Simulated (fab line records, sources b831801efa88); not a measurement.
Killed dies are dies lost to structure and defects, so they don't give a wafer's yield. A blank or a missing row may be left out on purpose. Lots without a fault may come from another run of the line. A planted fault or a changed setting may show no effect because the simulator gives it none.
fab line records | flow gf180mcu
record lots=14 wafers=42 last_day=34
route steps=602 shown STI@25 MVSD@70 VT_IMPLANT@100 PSD@256
lots that met no fault: from a run of the same line without faults
start_h: hours from the record's first day to the start of the lot's first wafer shown | wait_h: hours since the lot's step before | " the same as in the row above | L1.1+2: a row that stands for several wafers | - no value, or no start given | * or withheld: withheld | < > ~ a bound
route shown NAME@n: a module of which the file shows steps, and the number in the route of the first | usual: mean/standard deviation of fault-free wafers | same: alike in all rows | chamber/n: place in a boat | sites: the reading at each site | _std_site: their standard deviation | _edge_site: outer sites' mean less inner sites' | radius_mm: how far each site lies from the wafer's centre | mask NAME#n: copy n | behind: the tool/chamber that last shaped the wafer | hold: why the lot was held/for how many hours/how that ended | device: the transistor (n, p or np) that didn't switch | end of line: the same wafers' tests at the end of the route | a step without rows: its recipe alone | killed: dies lost to structure and defects at the first sort, not the wafer's yield | map: a wafer's dies, x killed, . not, _ none there
set.NAME: the setting as run; set.NAME@STEP: as run at that earlier step | model.NAME: the simulator's own value behind a step, which no gauge read
steps of the route over a sample of lots; a table a step, a row a wafer
services: from which hour (start_h, from the record's first day; less than 0 if before it) a tool's chamber was out of use, for how many hours, and why
## steps
# step GF_STI_THK_MEAS_24
# recipe reads=SiO2_of_STI_CVD_23
# usual STI_CVD_23_THK=654/6.4
# columns lot.wafer tool chamber start_h wait_h STI_CVD_23_THK[nm]
L664.2 film_metro-03 - 39.65 0.0 655
L664.5 " - " " 650
L664.6 " - " " 657
L665.1 film_metro-03 - 46.41 0.0 650
L665.4 " - " " 657
L665.5 " - " " 650
L666.2 film_metro-01 - 50.49 0.0 651
L666.4 " - " " 653
L666.6 " - " " 657
L667.1 film_metro-02 - 53.48 0.0 645
L667.3 " - " " 641
L667.4 " - " " 647
L668.2 film_metro-02 - 59.32 0.0 655
L668.3 " - " " 660
L668.4 " - " " 649
L670.1 film_metro-01 - 68.91 0.0 646
L670.3 " - " " 657
L670.4 " - " " 653
L672.1 film_metro-01 - 81.12 0.0 650
L672.3 " - " " 645
L672.4 " - " " 657
L673.2 film_metro-03 - 84.70 0.0 651
L673.5 " - " " 649
L673.6 " - " " 652
L674.1 film_metro-03 - 90.17 0.0 648
L674.3 " - " " 655
L674.5 " - " " 650
L680.3 film_metro-02 - 120.09 0.1 651
L680.5 " - " " 653
L680.6 " - " " 647
L681.2 film_metro-01 - 125.32 0.0 656
L681.5 " - " " 642
L681.6 " - " " 642
L682.1 film_metro-02 - 130.56 0.0 649
L682.4 " - " " 642
L682.5 " - " " 644
L683.4 film_metro-03 - 135.67 0.0 662
L683.5 " - " " 660
L683.6 " - " " 661
L684.1 film_metro-01 - 140.66 0.0 661
L684.3 " - " " 667
L684.6 " - " " 654
# step GF_MVSD_EXPOSE_04
# recipe mask_id=MVSD target_cd_nm=1000 na=0.6 source_shape=conventional sigma_outer=0.6 dose_mj=260
# columns lot.wafer tool chamber start_h wait_h mask
L664.2+5+6 iline_stepper-02 0 91.53 - MVSD#0
L665.1+4+5 iline_stepper-01 0 97.87 - MVSD#0
L666.2+4+6 iline_stepper-02 0 101.19 - MVSD#0
L667.1+3+4 iline_stepper-02 0 104.89 - MVSD#0
L668.2+3+4 iline_stepper-01 0 113.91 - MVSD#0
L670.1+3+4 iline_stepper-01 0 122.24 - MVSD#0
L672.1+3+4 iline_stepper-01 0 135.89 - MVSD#0
L673.2+5+6 iline_stepper-02 0 140.33 - MVSD#0
L674.1+3+5 iline_stepper-02 0 147.34 - MVSD#0
L680.3+5+6 iline_stepper-02 0 181.06 - MVSD#0
L681.2+5+6 iline_stepper-02 0 185.91 - MVSD#0
L682.1+4+5 iline_stepper-01 0 191.11 - MVSD#0
L683.4+5+6 iline_stepper-01 0 196.15 - MVSD#0
L684.1+3+6 iline_stepper-01 0 202.29 - MVSD#0
# step GF_MVSD_OVL_MEAS_07
# usual MVSD_OVL=0.8/1.3
# columns lot.wafer tool chamber start_h wait_h MVSD_OVL[nm]
L664.2 overlay-02 - 98.24 - -1.5
L664.5 " - " " 2.6
L664.6 " - " " 1.0
L665.1 overlay-02 - 104.69 - 3.0
L665.4 " - " " 1.3
L665.5 " - " " 1.7
L666.2 overlay-01 - 108.19 - 2.6
L666.4 " - " " 2.1
L666.6 " - " " 3.2
L667.1 overlay-02 - 111.69 - 2.7
L667.3 " - " " -0.9
L667.4 " - " " 1.2
L668.2 overlay-01 - 121.94 - -0.3
L668.3 " - " " 0.0
L668.4 " - " " 1.5
L670.1 overlay-02 - 129.79 - -0.3
L670.3 " - " " -1.6
L670.4 " - " " -0.6
L672.1 overlay-02 - 143.39 - 1.3
L672.3 " - " " 0.5
L672.4 " - " " 1.8
L673.2 overlay-02 - 148.60 - 1.8
L673.5 " - " " 2.8
L673.6 " - " " 1.0
L674.1 overlay-01 - 155.35 - 1.9
L674.3 " - " " 2.6
L674.5 " - " " 1.6
L680.3 overlay-02 - 189.20 - 239.4
L680.5 " - " " 241.3
L680.6 " - " " 240.1
L681.2 overlay-02 - 193.89 - 242.0
L681.5 " - " " 241.5
L681.6 " - " " 240.1
L682.1 overlay-02 - 199.44 - 0.0
L682.4 " - " " 0.0
L682.5 " - " " 2.9
L683.4 overlay-02 - 205.51 - 1.4
L683.5 " - " " 1.7
L683.6 " - " " 0.9
L684.1 overlay-01 - 211.19 - 0.7
L684.3 " - " " -0.5
L684.6 " - " " -0.2
# step GF_VT_IMPLANT_TW_MEAS_10
# usual VT_IMPLANT_TW=559/6.4
# columns lot.wafer tool chamber start_h wait_h VT_IMPLANT_TW
L664.2 film_metro-01 - 128.74 0.1 560
L664.5 " - " " 558
L664.6 " - " " 557
L665.1 film_metro-01 - 135.41 0.1 561
L665.4 " - " " 560
L665.5 " - " " 558
L666.2 film_metro-01 - 139.13 0.1 556
L666.4 " - " " 561
L666.6 " - " " 560
L667.1 film_metro-04 - 142.46 0.1 552
L667.3 " - " " 548
L667.4 " - " " 554
L668.2 film_metro-01 - 155.14 0.1 560
L668.3 " - " " 557
L668.4 " - " " 557
L670.1 film_metro-03 - 162.63 0.1 569
L670.3 " - " " 567
L670.4 " - " " 565
L672.1 film_metro-04 - 177.87 0.1 554
L672.3 " - " " 552
L672.4 " - " " 555
L673.2 film_metro-04 - 182.29 0.1 554
L673.5 " - " " 556
L673.6 " - " " 552
L674.1 film_metro-04 - 189.32 0.1 550
L674.3 " - " " 552
L674.5 " - " " 552
L680.3 film_metro-01 - 225.05 0.1 554
L680.5 " - " " 560
L680.6 " - " " 556
L681.2 film_metro-01 - 230.14 0.1 558
L681.5 " - " " 561
L681.6 " - " " 560
L682.1 film_metro-03 - 236.01 0.1 565
L682.4 " - " " 567
L682.5 " - " " 565
L683.4 film_metro-03 - 242.66 0.1 563
L683.5 " - " " 571
L683.6 " - " " 566
L684.1 film_metro-03 - 248.42 0.1 566
L684.3 " - " " 567
L684.6 " - " " 568
# step GF_PSD_OVL_MEAS_08
# usual PSD_OVL=-0.3/1.2
# columns lot.wafer tool chamber start_h wait_h PSD_OVL[nm]
L664.2 overlay-02 - 343.01 0.1 1.0
L664.5 " - " " 1.0
L664.6 " - " " 0.6
L665.1 overlay-02 - 355.15 0.1 0.0
L665.4 " - " " -0.2
L665.5 " - " " 1.0
L666.2 overlay-02 - 360.29 0.1 0.3
L666.4 " - " " -0.5
L666.6 " - " " 0.5
L667.1 overlay-02 - 363.60 0.1 -0.2
L667.3 " - " " -0.4
L667.4 " - " " -3.0
L668.2 overlay-01 - 386.45 0.1 0.4
L668.3 " - " " -0.4
L668.4 " - " " -2.4
L670.1 overlay-01 - 392.90 0.1 0.6
L670.3 " - " " 1.1
L670.4 " - " " -1.2
L672.1 overlay-02 - 419.55 0.1 -1.7
L672.3 " - " " 0.4
L672.4 " - " " -0.9
L673.2 overlay-01 - 421.81 0.1 -0.1
L673.5 " - " " -0.3
L673.6 " - " " -1.3
L674.1 overlay-02 - 429.51 0.1 0.6
L674.3 " - " " 0.4
L674.5 " - " " 1.0
L680.3 overlay-01 - 482.66 0.1 -0.2
L680.5 " - " " -1.2
L680.6 " - " " -2.1
L681.2 overlay-01 - 485.56 0.1 1.2
L681.5 " - " " -1.4
L681.6 " - " " -0.6
L682.1 overlay-01 - 492.45 0.1 1.7
L682.4 " - " " -2.4
L682.5 " - " " 1.1
L683.4 overlay-01 - 499.67 0.1 1.0
L683.5 " - " " -0.4
L683.6 " - " " -1.2
L684.1 overlay-02 - 507.69 0.1 -1.2
L684.3 " - " " -2.4
L684.6 " - " " -0.3
## services
# columns tool chamber start_h hours kind
iline_stepper-02 - 78.47 1.7 pm
iline_stepper-01 - 99.52 1.7 pm
iline_stepper-01 0 123.43 - calibration
iline_stepper-01 - 133.09 2.1 pm
iline_stepper-01 - 135.17 - consumable_replace:lamp
iline_stepper-02 0 195.37 - calibration
iline_stepper-02 - 195.57 5.8 repair
## key
first_sign step=GF_MVSD_OVL_MEAS_07 reading=MVSD_OVL direction=up sigmas=99+ usual=0.8 struck=240.7
effect none on later readings
met_at GF_MVSD_EXPOSE_04
struck_lots L680,L681
tester_left_out L680,L681
not_acting_at GF_STI_THK_MEAS_24,GF_VT_IMPLANT_TW_MEAS_10,GF_PSD_OVL_MEAS_08
onset_between 147.34 181.06
fault kind=scanner_matching_overlay tool=iline_stepper-02 chamber=- onset_h=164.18 steps=GF_MVSD_EXPOSE_04 offset=240.7
# tester_left_out: of these lots the tester's yield and bins aren't shown, on N5 and GAA mostly nor the transistor test; their killed dies are dies lost to structure and defects alone, not to doping, threshold or leakage, so they don't give the yield
